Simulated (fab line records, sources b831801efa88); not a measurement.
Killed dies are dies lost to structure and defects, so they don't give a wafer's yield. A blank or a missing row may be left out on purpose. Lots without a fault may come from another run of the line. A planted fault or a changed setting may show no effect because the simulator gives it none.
Which tool did it? | flow sky130 | 14 lots, 42 wafers sampled, at 6 steps of a route of 708

WHAT THE GAUGES READ, wafer by wafer
The record holds no reading of a measuring or inspecting step that can be judged against a usual standard deviation.

WHICH TOOL RAN EACH LOT (tool, then ch and the chambers of the sampled wafers, then the start)
lot  | SKY_METAL2_DESCUM_17              | SKY_VIA2_CMP_02               | SKY_VIA2_ETCH_14                   | SKY_VIA2_ETCH_15                   | SKY_VIA2_STRIP_16                    | SKY_VIA2_SPUTTER_20
L330 | rie_metal-03 ch 0,1, day 34 22:28 | cmp-01 ch 0,1,3, day 34 23:34 | rie_diel-03 ch 0,2, day 36 01:46   | rie_diel-03 ch 0,2, day 36 01:48   | plasma_asher-03 ch 0,1, day 36 01:52 | pvd_sputter-01, day 36 02:27
L331 | rie_metal-03 ch 0,1, day 35 07:49 | cmp-02 ch 1,2,3, day 35 08:49 | rie_diel-04 ch 1,3, day 36 11:34   | rie_diel-04 ch 1,3, day 36 11:36   | plasma_asher-01 ch 0,1, day 36 11:40 | pvd_sputter-01, day 36 12:15
L332 | rie_metal-04 ch 0,1, day 35 18:40 | cmp-02 ch 0,2,3, day 35 19:38 | rie_diel-02 ch 1,2,3, day 36 22:22 | rie_diel-02 ch 1,2,3, day 36 22:25 | plasma_asher-02 ch 0,1, day 36 22:28 | pvd_sputter-03, day 36 23:04
L333 | rie_metal-03 ch 0,1, day 35 19:55 | cmp-01 ch 0,2,3, day 35 20:59 | rie_diel-04 ch 2,3, day 36 23:58   | rie_diel-04 ch 2,3, day 37 00:01   | plasma_asher-03 ch 0,1, day 37 00:04 | pvd_sputter-03, day 37 00:40
L339 | rie_metal-02 ch 0,1, day 37 23:10 | cmp-01 ch 0,2,3, day 38 00:16 | rie_diel-03 ch 0,2,3, day 38 23:07 | rie_diel-03 ch 0,2,3, day 38 23:09 | plasma_asher-02 ch 0,1, day 38 23:15 | pvd_sputter-01, day 38 23:49
L340 | rie_metal-02 ch 0,1, day 38 03:55 | cmp-02 ch 1,2, day 38 04:57   | rie_diel-02 ch 1,2,3, day 39 05:59 | rie_diel-02 ch 1,2,3, day 39 06:02 | plasma_asher-03 ch 0,1, day 39 06:08 | pvd_sputter-03, day 39 06:45
L341 | rie_metal-02 ch 0,1, day 38 04:52 | cmp-02 ch 0,1,2, day 38 05:56 | rie_diel-03 ch 0,1,3, day 39 06:21 | rie_diel-03 ch 0,1,3, day 39 06:23 | plasma_asher-01 ch 0,1, day 39 06:27 | pvd_sputter-01, day 39 07:05
L345 | rie_metal-02 ch 0,1, day 41 00:04 | cmp-02 ch 2,3, day 41 01:01   | rie_diel-02 ch 2,3, day 42 01:07   | rie_diel-02 ch 2,3, day 42 01:09   | plasma_asher-01 ch 0,1, day 42 01:13 | pvd_sputter-02, day 42 01:49
L346 | rie_metal-03 ch 0,1, day 41 04:35 | cmp-02 ch 0,2, day 41 05:35   | rie_diel-03 ch 0,3, day 42 05:04   | rie_diel-03 ch 0,3, day 42 05:06   | plasma_asher-01 ch 0,1, day 42 05:12 | pvd_sputter-01, day 42 05:46
L348 | rie_metal-04 ch 1, day 41 06:37   | cmp-02 ch 0,2, day 41 07:34   | rie_diel-04 ch 1,2,3, day 42 07:16 | rie_diel-04 ch 1,2,3, day 42 07:19 | plasma_asher-03 ch 0, day 42 07:22   | pvd_sputter-01, day 42 07:58
L349 | rie_metal-04 ch 0,1, day 41 08:43 | cmp-01 ch 0,1,2, day 41 09:40 | rie_diel-03 ch 0,1,2, day 42 09:22 | rie_diel-03 ch 0,1,2, day 42 09:25 | plasma_asher-02 ch 0,1, day 42 09:28 | pvd_sputter-02, day 42 10:04
L347 | rie_metal-02 ch 0,1, day 41 08:46 | cmp-02 ch 0,1,3, day 41 09:47 | rie_diel-02 ch 0,2,3, day 42 09:34 | rie_diel-02 ch 0,2,3, day 42 09:36 | plasma_asher-01 ch 0,1, day 42 09:40 | pvd_sputter-03, day 42 10:16
L351 | rie_metal-03 ch 0, day 41 09:49   | cmp-01 ch 0,1,2, day 41 11:03 | rie_diel-02 ch 0,1,2, day 42 11:19 | rie_diel-02 ch 0,1,2, day 42 11:21 | plasma_asher-03 ch 0,1, day 42 11:25 | pvd_sputter-01, day 42 12:01
L352 | rie_metal-03 ch 0,1, day 41 13:07 | cmp-01 ch 0,1,3, day 41 14:20 | rie_diel-03 ch 0,1,3, day 42 14:04 | rie_diel-03 ch 0,1,3, day 42 14:06 | plasma_asher-01 ch 0,1, day 42 14:10 | pvd_sputter-02, day 42 14:46
- SKY_METAL2_DESCUM_17: chemistry O2, time 8 s.
- SKY_VIA2_CMP_02: polishes SiO2.
- SKY_VIA2_ETCH_14: etches BARC in N2/H2, stops on SiO2, time 45.9 s, target depth 60 nm.
- SKY_VIA2_ETCH_15: etches SiO2 in C4F8/O2/Ar, stops on TiN, target depth 546 nm, time 84 s.
- SKY_VIA2_STRIP_16: strips in O2/N2.
- SKY_VIA2_SPUTTER_20: material TiN, target thk 20 nm, time 80 s.

WHAT THE TOOLS THEMSELVES READ (means of the sampled wafers that have a number; where no wafer has one, the mark that the record gives instead)
SKY_METAL2_DESCUM_17.
lot  | tool         | chamber_pressure_mTorr (mTorr) | drypump_motor_current_A (A) | oes_product_au (a.u.)
L330 | rie_metal-03 | 10.005                         | 6.21                        | 0.995
L331 | rie_metal-03 | 10.004                         | 6.23                        | 0.990
L332 | rie_metal-04 | 10.003                         | 5.89                        | 1.003
L333 | rie_metal-03 | 10.003                         | 6.20                        | 0.988
L339 | rie_metal-02 | 10.000                         | 5.56                        | 0.993
L340 | rie_metal-02 | 10.008                         | 5.56                        | 0.998
L341 | rie_metal-02 | 10.007                         | 5.60                        | 1.012
L345 | rie_metal-02 | 9.997                          | 5.55                        | 0.997
L346 | rie_metal-03 | 9.987                          | 6.19                        | 1.003
L348 | rie_metal-04 | 10.006                         | 6.01                        | 1.015
L349 | rie_metal-04 | 9.992                          | 5.90                        | 1.012
L347 | rie_metal-02 | 9.998                          | 5.62                        | 1.008
L351 | rie_metal-03 | 10.000                         | 6.34                        | 0.998
L352 | rie_metal-03 | 10.004                         | 6.02                        | 0.994

SKY_VIA2_CMP_02.
lot  | tool   | motor_current_A (A)
L330 | cmp-01 | 11.4
L331 | cmp-02 | 12.0
L332 | cmp-02 | 12.4
L333 | cmp-01 | 11.4
L339 | cmp-01 | 11.9
L340 | cmp-02 | 11.4
L341 | cmp-02 | 12.3
L345 | cmp-02 | 12.5
L346 | cmp-02 | 12.6
L348 | cmp-02 | 12.2
L349 | cmp-01 | 11.5
L347 | cmp-02 | 12.6
L351 | cmp-01 | 11.9
L352 | cmp-01 | 11.4

SKY_VIA2_ETCH_14.
lot  | tool        | bias_w (W) | chamber_pressure_mTorr (mTorr) | drypump_motor_current_A (A) | n2_flow_sccm (sccm) | oes_product_au (a.u.) | throttle_valve_pct (%)
L330 | rie_diel-03 | 100.0      | 29.985                         | 6.2                         | 100.1               | 0.856                 | 13.214
L331 | rie_diel-04 | 99.9       | 30.001                         | 5.9                         | 99.9                | 0.857                 | 13.227
L332 | rie_diel-02 | 100.1      | 30.014                         | 5.8                         | 100.1               | 0.854                 | 13.233
L333 | rie_diel-04 | 99.5       | 30.002                         | 6.0                         | 99.9                | 0.853                 | 13.237
L339 | rie_diel-03 | -          | -                              | -                           | -                   | -                     | -
L340 | rie_diel-02 | -          | -                              | -                           | -                   | -                     | -
L341 | rie_diel-03 | 100.1      | 29.992                         | 5.6                         | 100.0               | 0.853                 | 13.225
L345 | rie_diel-02 | 99.8       | 30.004                         | 5.8                         | 99.7                | 0.853                 | 13.224
L346 | rie_diel-03 | 99.8       | 29.990                         | 5.5                         | 99.8                | 0.852                 | 13.232
L348 | rie_diel-04 | 100.1      | 30.000                         | 6.0                         | 100.1               | 0.854                 | 13.229
L349 | rie_diel-03 | 100.1      | 29.986                         | 5.9                         | 100.0               | 0.856                 | 13.219
L347 | rie_diel-02 | 100.1      | 29.993                         | 5.6                         | 100.0               | 0.851                 | 13.219
L351 | rie_diel-02 | 100.5      | 30.018                         | 5.5                         | 99.6                | 0.851                 | 13.230
L352 | rie_diel-03 | 100.2      | 29.999                         | 5.6                         | 100.3               | 0.857                 | 13.226

SKY_VIA2_ETCH_15.
lot  | tool        | bias_w (W) | chamber_pressure_mTorr (mTorr) | oes_product_au (a.u.)
L330 | rie_diel-03 | 1204       | 39.99                          | 0.942
L331 | rie_diel-04 | 1199       | 40.01                          | 0.941
L332 | rie_diel-02 | 1201       | 39.97                          | 0.935
L333 | rie_diel-04 | 1199       | 39.97                          | 0.941
L339 | rie_diel-03 | 1202       | 39.99                          | 0.377
L340 | rie_diel-02 | 1202       | 40.04                          | 0.369
L341 | rie_diel-03 | 1200       | 40.01                          | 0.936
L345 | rie_diel-02 | 1202       | 40.00                          | 0.938
L346 | rie_diel-03 | 1201       | 40.00                          | 0.944
L348 | rie_diel-04 | 1203       | 39.99                          | 0.940
L349 | rie_diel-03 | 1198       | 40.02                          | 0.940
L347 | rie_diel-02 | 1202       | 39.98                          | 0.939
L351 | rie_diel-02 | 1201       | 40.01                          | 0.942
L352 | rie_diel-03 | 1202       | 40.01                          | 0.942

SKY_VIA2_STRIP_16.
lot  | tool            | chamber_pressure_mTorr (mTorr) | drypump_motor_current_A (A) | n2_flow_sccm (sccm) | oes_product_au (a.u.) | strip_time_to_endpoint_s (s)
L330 | plasma_asher-03 | 1501.5                         | 5.1                         | 299.4               | 0.404                 | 4.10
L331 | plasma_asher-01 | 1500.9                         | 5.3                         | 300.2               | 0.400                 | 4.05
L332 | plasma_asher-02 | 1500.0                         | 5.7                         | 299.8               | 0.400                 | 4.05
L333 | plasma_asher-03 | 1500.3                         | 5.1                         | 299.5               | 0.399                 | 4.01
L339 | plasma_asher-02 | 1499.7                         | 5.7                         | 299.9               | 0.416                 | 4.52
L340 | plasma_asher-03 | 1499.2                         | 5.1                         | 298.9               | 0.415                 | 4.49
L341 | plasma_asher-01 | 1499.0                         | 5.2                         | 299.9               | 0.394                 | 4.03
L345 | plasma_asher-01 | 1499.2                         | 5.3                         | 299.6               | 0.398                 | 4.03
L346 | plasma_asher-01 | 1499.3                         | 5.3                         | 298.9               | 0.403                 | 4.06
L348 | plasma_asher-03 | 1500.4                         | 4.8                         | 300.0               | 0.398                 | 4.09
L349 | plasma_asher-02 | 1499.7                         | 5.8                         | 299.7               | 0.403                 | 4.11
L347 | plasma_asher-01 | 1499.7                         | 5.3                         | 298.7               | 0.396                 | 4.03
L351 | plasma_asher-03 | 1500.0                         | 5.5                         | 300.1               | 0.400                 | 4.07
L352 | plasma_asher-01 | 1499.6                         | 5.3                         | 300.7               | 0.401                 | 4.06

SKY_VIA2_SPUTTER_20.
lot  | tool           | chamber_pressure_pa (Pa) | throttle_valve_pct (%)
L330 | pvd_sputter-01 | 5.001                    | 30.6
L331 | pvd_sputter-01 | 5.005                    | 30.9
L332 | pvd_sputter-03 | 5.000                    | 29.0
L333 | pvd_sputter-03 | 5.001                    | 29.2
L339 | pvd_sputter-01 | 5.004                    | 29.7
L340 | pvd_sputter-03 | 5.003                    | 29.7
L341 | pvd_sputter-01 | 5.003                    | 30.8
L345 | pvd_sputter-02 | 4.999                    | 30.5
L346 | pvd_sputter-01 | 5.003                    | 31.6
L348 | pvd_sputter-01 | 4.989                    | 30.5
L349 | pvd_sputter-02 | 5.001                    | 29.6
L347 | pvd_sputter-03 | 5.001                    | 29.0
L351 | pvd_sputter-01 | 5.002                    | 32.0
L352 | pvd_sputter-02 | 5.008                    | 29.9

THE ANSWER, worked out from the rows above alone
Rule: what is usual is taken from the lots themselves. Put in order of their means at a reading, lots are off if they are a third of the lots or fewer, leave a main group of 4 or more, and stand apart from it by a gap of 3 or more times the standard deviation of the main group's means; of several such gaps the widest counts. A main group whose means are all the same, to the digits that the tables above print for the reading, isn't used. A lot without any number at a reading at which 4 lots or more have one is off too. The other lots that the step has rows for count as sound. The gauges are gone through in route order, then the tools' own readings, and for those a lot's mean is taken as printed above. The first step at which some lot is off is used, and at that step the reading that is off furthest; a lot without a number counts as furthest.
Off: L339, L340, at SKY_VIA2_ETCH_14 (bias_w). Without a number there: L339, L340. The main group: mean 100.0 W, standard deviation 0.24.
A tool fits if, at that step or a process step before it, it ran every lot that is off, and no sound lot after the first of them. None of those tried fits.

WHAT THE SIMULATOR HAD PUT IN
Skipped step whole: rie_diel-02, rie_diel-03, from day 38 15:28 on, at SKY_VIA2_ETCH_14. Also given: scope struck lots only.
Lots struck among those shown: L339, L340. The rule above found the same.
